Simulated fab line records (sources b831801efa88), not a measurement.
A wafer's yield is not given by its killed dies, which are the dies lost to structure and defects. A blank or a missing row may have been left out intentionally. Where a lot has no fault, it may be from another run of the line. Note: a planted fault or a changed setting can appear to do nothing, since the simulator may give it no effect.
Problem report in the 8D (eight disciplines) form, filled by code	flow sky130	the parts of the form that need people (team, actions taken, sign-off) are left out

1. THE PROBLEM
overpolish_run_s at SKY_LI_CONTACT_CMP_24 reads a mean of 16.885 s on 3 wafers of 2 lots; wafers without a fault read 19.999 s with a standard deviation of 0.009. So: -99 or more standard deviations from the usual mean.
The step: polishes, stops on PSG, t overpolish 20 s, target thk 0 nm.
The first sign was on wafer L494.1 at day 33 16:50, on cmp-01. At this step, 42 wafers from 14 lots have a number in the record. Rule for "out", or "out of limits": more than 4 standard deviations from the usual mean. Any other wafer with a number is counted as sound.

2. WHAT IT IS, AND WHAT IT ISN'T
question	is	is not
which readings at this step	overpolish_run_s	slurry_filter_dp_kPa, time_to_endpoint_s
which lots	L494, L495	L480, L481, L482, L483, L486, L487, L488, L489, L490, L492, L493, L503
which wafers of those lots	L494.1, L494.6, L495.5	L494.3, L495.2, L495.3
read on which tools	cmp-01	cmp-02
when	from day 33 16:50	up to then (34 sound wafers); but 5 sound wafers of L495, L503 came after

3. SUSPECTS, AND WHAT RULES EACH OUT
Counting: a tool at a process step up to the reading stays a suspect if it ran every lot that is out. Sound lots after the first of them don't rule it out here, since some wafers of a struck lot are sound.
- cmp-01 at SKY_LI_CONTACT_CMP_24 (polishes, stops on PSG, t overpolish 20 s, target thk 0 nm): kept. It ran every lot that is out, first L494 (day 33 16:50); its last sound lot up to then is L493 (day 33 15:32). Its own readings are out on those wafers: overpolish_run_s.
- cmp-01, SKY_LI_CONTACT_CMP_24: wafers that are out in chamber 0, sound lot-mates in chambers 2, 3.
Remaining after the count: cmp-01 at SKY_LI_CONTACT_CMP_24.

4. THE CAUSE (what the simulator had put in)
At SKY_LI_CONTACT_CMP_24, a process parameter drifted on cmp-01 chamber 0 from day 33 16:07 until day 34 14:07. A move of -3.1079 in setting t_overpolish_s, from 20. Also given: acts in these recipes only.
The count eliminated every tool but this one.

5. THE EFFECT CHAIN, in route order
Each row: a reading where the mean over the struck wafers with a number is more than 3 standard deviations away from the usual. Scope: only readings with a usual standard deviation given in the record; hours: median across lots of the time from each lot's start at the first step in this table that gives one to its start at this step; sigmas: change in usual standard deviations.
hours	step	reading	usual	on struck wafers	change	sigmas
0	SKY_LI_CONTACT_CMP_24	overpolish_run_s	19.999 s	16.885	-3.114	-99 or more
Its process steps:
- SKY_LI_CONTACT_CMP_24: polishes, stops on PSG, t overpolish 20 s, target thk 0 nm.
Later measuring or inspecting steps at which every struck wafer that the step has a row for has a number for every such reading, and none has moved that far: SKY_LOCAL_INTERCONNECT_OVL_MEAS_12.

6. HOW IT WOULD HAVE BEEN CAUGHT EARLIER
In this record the first reading out of limits was taken at day 33 16:50, 1 hour after the fault began at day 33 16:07.
